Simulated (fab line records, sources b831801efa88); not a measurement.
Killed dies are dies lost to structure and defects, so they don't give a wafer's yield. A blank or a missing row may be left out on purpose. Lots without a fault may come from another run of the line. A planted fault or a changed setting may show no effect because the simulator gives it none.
One fault seen from 2 desks | flow gf180mcu | each desk has only its own numbers; what lay behind them comes last

THE TOOL OWNER'S DESK: cvd_w-01
The tool's own readings at GF_V5_CVD_23 (deposits W, target thk 350 nm, time 104.9 s): means of the sampled wafers that have a number, for each lot that ran on this tool. A lot is out of limits, marked OUT, if its mean lies more than 4 standard deviations from the usual mean; the brackets give that distance.
Columns: A = chamber_pressure_Torr at GF_V5_CVD_23, usual 40.00 Torr; B = heater_power_w at GF_V5_CVD_23, usual 839 W
lot  | first seen here | A                       | B
L329 | day 27 05:40    | 40.02                   | 772
L331 | day 27 21:04    | 39.98                   | 759
L332 | day 28 06:21    | 39.99                   | 766
L337 | day 30 01:51    | 32.52 (-85) OUT         | 777
L338 | day 30 09:17    | 25.13 (-99 or more) OUT | 811
L348 | day 32 20:43    | 40.05                   | 811
This desk's finding: out of limits on L337, L338; first on L337, day 30 01:51 (chamber_pressure_Torr at GF_V5_CVD_23). In limits: L329, L331, L332, L348.

THE METROLOGY DESK
What the gauges read, lot by lot, whatever tool the lot ran on: means of the sampled wafers that have a number. A lot is out of limits, marked OUT, if its mean lies more than 4 standard deviations from the usual mean; the brackets give that distance.
Columns: A = V5_OVL at GF_V5_OVL_MEAS_15, usual -3 nm; B = V5_W_RS at GF_V5_RS_MEAS_24, usual 0.329 ohm/sq; C = V5_W_THK at GF_V5_THK_MEAS_25, usual 357 nm
lot  | first seen here | A   | B               | C
L329 | day 27 04:49    | -10 | 0.329           | 358
L331 | day 27 20:14    | -8  | 0.325           | 355
L332 | day 28 05:32    | -10 | 0.324           | 358
L333 | day 28 12:48    | 3   | 0.335           | 346
L337 | day 30 01:02    | -1  | 0.387 (+15) OUT | 315 (-6.0) OUT
L338 | day 30 08:28    | -11 | 0.446 (+30) OUT | 278 (-11) OUT
L347 | day 32 16:33    | 3   | 0.332           | 352
L348 | day 32 19:45    | 1   | 0.327           | 365
L349 | day 33 05:53    | 5   | 0.338           | 357
L351 | day 33 14:54    | -11 | 0.330           | 354
This desk's finding: out of limits on L337, L338; first on L337, day 30 01:59 (V5_W_RS at GF_V5_RS_MEAS_24). In limits: L329, L331, L332, L333, L347, L348, L349, L351.

PUT TOGETHER
The tool owner's desk could have raised an alarm at day 30 01:51, on L337, L338.
The metrology desk could have raised an alarm at day 30 01:59, on L337, L338.
Of the lots named, all ran GF_V5_CVD_23 on cvd_w-01.

WHAT THE SIMULATOR HAD PUT IN
Process parameter drift: cvd_w-01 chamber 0, from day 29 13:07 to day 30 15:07, at GF_V5_CVD_23. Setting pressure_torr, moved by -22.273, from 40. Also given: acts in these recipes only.
Lots struck among those shown: L337, L338.
Hours from the fault's start to each desk's first reading out of limits: the tool owner's desk, 13; the metrology desk, 13.
